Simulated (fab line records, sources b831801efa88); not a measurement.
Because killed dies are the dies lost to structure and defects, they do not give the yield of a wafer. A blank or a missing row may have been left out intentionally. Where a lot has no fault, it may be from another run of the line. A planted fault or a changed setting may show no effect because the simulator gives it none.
Which of the tools did it? -- flow gf180mcu -- Sampling: 14 lots, 42 wafers, 3 of 602 route steps

WHAT THE GAUGES READ, wafer by wafer
GF_M3_RS_MEAS_05: measures by four-point-probe.
lot,measured,on,M3_ALCU_RS (ohm/sq)
L880,day 20 10:19,film_metro-02,0.0703 0.0697 0.0703
L881,day 20 20:08,film_metro-03,0.0692 0.0688 0.0693
L883,day 21 12:26,film_metro-02,0.0691 0.0695 0.0696
L885,day 22 07:28,film_metro-02,0.0694 0.0692 0.0693
L886,day 22 17:21,film_metro-04,0.0703 0.0695 0.0691
L887,day 23 04:40,film_metro-02,0.0703 0.0696 0.0699
L890,day 24 09:21,film_metro-03,0.0694 0.0689 0.0685
L892,day 24 16:17,film_metro-03,0.0691 0.0694 0.0691
L893,day 24 22:16,film_metro-04,0.0691 0.0697 0.0694
L894,day 25 11:06,film_metro-02,0.0690 0.0687 0.0690
L895,day 25 18:20,film_metro-02,0.0703 0.0698 0.0704
L898,day 27 11:21,film_metro-04,0.0698 0.0690 0.0698
L901,day 27 17:00,film_metro-02,0.0700 0.0697 0.0699
L903,day 28 10:43,film_metro-03,0.0689 0.0691 0.0688

GF_V3_THK_MEAS_01.
lot,measured,on,V3_CVD_00_THK (nm)
L880,day 21 11:25,film_metro-03,603 591 600
L881,day 21 21:11,film_metro-03,596 596 595
L883,day 22 13:17,film_metro-03,602 605 607
L885,day 23 07:37,film_metro-04,607 604 603
L886,day 23 16:59,film_metro-04,603 597 593
L887,day 24 04:45,film_metro-03,601 603 593
L890,day 25 08:19,film_metro-01,589 584 588
L892,day 25 15:00,film_metro-01,600 599 599
L893,day 25 20:38,film_metro-04,589 593 599
L894,day 26 09:40,film_metro-01,599 599 603
L895,day 26 16:53,film_metro-03,589 591 592
L898,day 28 08:03,film_metro-01,592 590 593
L901,day 28 13:40,film_metro-01,606 606 604
L903,day 29 07:18,film_metro-03,598 599 601

GF_V3_BOW_MEAS_05.
lot,measured,on,V3_BOW (um)
L880,day 21 11:55,film_metro-01,114 126 110
L881,day 21 21:41,film_metro-01,102 96 122
L883,day 22 13:48,film_metro-01,108 119 122
L885,day 23 08:06,film_metro-01,111 101 109
L886,day 23 17:29,film_metro-03,118 129 118
L887,day 24 05:18,film_metro-04,101 113 106
L890,day 25 08:54,film_metro-04,101 109 103
L892,day 25 15:30,film_metro-01,106 118 128
L893,day 25 21:07,film_metro-04,107 123 120
L894,day 26 10:09,film_metro-03,121 120 109
L895,day 26 17:26,film_metro-03,117 107 116
L898,day 28 08:32,film_metro-03,133 110 116
L901,day 28 14:11,film_metro-04,128 113 133
L903,day 29 07:50,film_metro-03,111 104 101

WHAT TOOL EACH LOT RAN ON (gives the tool, then ch and the chambers of the sampled wafers, and finally the start)
Record: no process step prior to these readings.

WHAT THE TOOLS THEMSELVES READ (means of the sampled wafers that have a number; where no wafer has one, the mark that the record gives instead)
The record holds no such reading with a usual standard deviation.

THE ANSWER, worked out from the rows above alone
Rule: usual is defined by the lots themselves. Put in order of their means at a reading, lots are off if they are a third of the lots or fewer, leave a main group of 4 or more, and stand apart from it by a gap of 3 or more times the standard deviation of the main group's means; of several such gaps the widest counts. Not used: any main group whose means are identical at the precision the tables above print for the reading. Also off: a lot with no number at a reading for which 4 or more lots have one. All remaining lots with rows at the step are treated as sound. The gauges are gone through in route order, then the tools' own readings, and for those a lot's mean is taken as printed above. The first step at which some lot is off is used, and at that step the reading that is off furthest; a lot without a number counts as furthest.
Nothing can be told from this: no lot is off at any reading shown.

WHAT THE SIMULATOR HAD PUT IN
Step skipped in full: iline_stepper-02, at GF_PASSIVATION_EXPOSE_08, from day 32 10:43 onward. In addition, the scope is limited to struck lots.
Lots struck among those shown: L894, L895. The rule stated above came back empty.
